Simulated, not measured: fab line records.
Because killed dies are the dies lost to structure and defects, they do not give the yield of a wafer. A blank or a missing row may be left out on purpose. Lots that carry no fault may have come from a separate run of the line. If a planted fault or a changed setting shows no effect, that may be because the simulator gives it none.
A single fault, viewed from 2 desks | flow sky130 | each desk has only its own numbers; what lay behind them comes last

== FOR THE TOOL OWNER'S DESK: furnace-01 ==
The tool's own readings at SKY_GATE_OXIDE_OXIDATION_01 (stabilise 600 s, purge 300 s, target thk 10.268 nm): means of the sampled wafers that have a number, for each lot that ran on this tool. If a lot's mean is further than 4 standard deviations from the usual mean, the lot is out of limits and carries the mark OUT (the distance appears in the brackets).
Columns: A = spike tc bottom C at SKY_GATE_OXIDE_OXIDATION_01, usual 918.9 C; B = spike tc centre C at SKY_GATE_OXIDE_OXIDATION_01, usual 901.6 C; C = spike tc lower C at SKY_GATE_OXIDE_OXIDATION_01, usual 900.1 C; D = zone power centre pct at SKY_GATE_OXIDE_OXIDATION_01, usual 22 %; E = zone power lower pct at SKY_GATE_OXIDE_OXIDATION_01, usual 19.0 %; F = zone power upper pct at SKY_GATE_OXIDE_OXIDATION_01, usual 20.3 %
lot  | first seen here | A     | B               | C     | D             | E               | F
L410 | day 14 05:55    | 921.2 | 900.9           | 900.5 | 25            | 19.9            | 21.3
L413 | day 14 13:14    | 921.3 | 900.9           | 898.8 | 26            | 19.7            | 21.5
L414 | day 15 03:59    | 920.6 | 900.7           | 899.6 | 25            | 20.0            | 21.6
L416 | day 15 20:33    | 921.8 | 922.8 (+13) OUT | 897.3 | 37 (+4.2) OUT | 15.2 (-4.6) OUT | 16.5
L417 | day 16 02:02    | 921.5 | 922.7 (+13) OUT | 897.3 | 37 (+4.1) OUT | 15.4 (-4.3) OUT | 16.6
L428 | day 19 16:33    | 921.8 | 899.5           | 899.8 | 25            | 19.9            | 21.5
L431 | day 20 17:23    | 922.5 | 900.4           | 899.6 | 26            | 19.9            | 21.5
This desk finds L416, L417 out of limits, L416 being first, at day 15 20:33 (spike tc centre C at SKY_GATE_OXIDE_OXIDATION_01). L410, L413, L414, L428, L431: within limits.

== AT THE METROLOGY DESK ==
Lot by lot, what the gauges showed, no matter which tool ran the lot: averages of those sampled wafers that carry a number. If a lot's mean is further than 4 standard deviations from the usual mean, the lot is out of limits and carries the mark OUT (the distance appears in the brackets).
Columns: A = VIA1_W_THK at SKY_VIA1_THK_MEAS_23, usual 261 nm
lot  | first seen here | A
L408 | day 34 18:52    | 254
L409 | day 35 03:10    | 254
L410 | day 35 14:11    | 265
L413 | day 35 22:29    | 255
L414 | day 36 09:11    | 267
L416 | day 37 01:46    | 260
L417 | day 37 07:32    | 260
L427 | day 40 03:02    | 266
L428 | day 40 04:47    | 264
L429 | day 40 21:01    | 253
L430 | day 40 22:41    | 260
L431 | day 41 02:28    | 262
This desk's finding: nothing out of limits on any of the 12 lots.

== TAKEN TOGETHER ==
The tool owner's desk could have raised an alarm at day 15 20:33, on L416, L417.
At the metrology desk, nothing out of limits was observed.
The metrology desk holds a record of L416, L417, inside its limits.
The lots listed all ran SKY_GATE_OXIDE_OXIDATION_01 on furnace-01.

== WHAT WAS PUT IN BY THE SIMULATOR ==
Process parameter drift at SKY_GATE_OXIDE_OXIDATION_01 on furnace-01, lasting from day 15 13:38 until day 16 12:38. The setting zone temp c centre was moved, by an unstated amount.
Lots struck among those shown: L416, L417.
Each desk's first reading out of limits, in hours after the fault started: the tool owner's desk, 7.
